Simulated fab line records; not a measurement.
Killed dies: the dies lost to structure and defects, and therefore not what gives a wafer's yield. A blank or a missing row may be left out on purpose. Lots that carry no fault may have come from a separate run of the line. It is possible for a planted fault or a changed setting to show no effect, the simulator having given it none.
Which tool is to blame?	flow gf180mcu	6 lots, 18 wafers sampled, at 1 step of a route of 602

## WHAT EACH GAUGE READ, for each wafer
GF_M5_OVL_MEAS_08.
lot	measured	on	M5_OVL (nm)
L911	day 26 12:06	overlay-02	13 19 9
L914	day 27 14:42	overlay-01	0 8 7
L916	day 28 03:33	overlay-02	-1 -7 -3
L924	day 30 21:28	overlay-01	-7 -7 2
L927	day 31 12:43	overlay-01	-2 1 1
L931	day 32 07:11	overlay-02	1 12 1

## WHAT TOOL EACH LOT RAN ON (gives the tool, then ch and the chambers of the sampled wafers, and finally the start)
There is no process step in the record ahead of these readings.

## THE ANSWER, worked out from the rows above alone
Rule: the lots themselves supply what counts as usual. Put in order of their means at a reading, lots are off if they are a third of the lots or fewer, leave a main group of 4 or more, and stand apart from it by a gap of 3 or more times the standard deviation of the main group's means; of several such gaps the widest counts. If all means in a main group match to the digits the tables above print for the reading, that group is not used. A lot without any number at a reading at which 4 lots or more have one is off too. The other lots that the step has rows for count as sound.
No lot is off at any reading shown: from this, nothing can be told.

## WHAT THE SIMULATOR PUT IN
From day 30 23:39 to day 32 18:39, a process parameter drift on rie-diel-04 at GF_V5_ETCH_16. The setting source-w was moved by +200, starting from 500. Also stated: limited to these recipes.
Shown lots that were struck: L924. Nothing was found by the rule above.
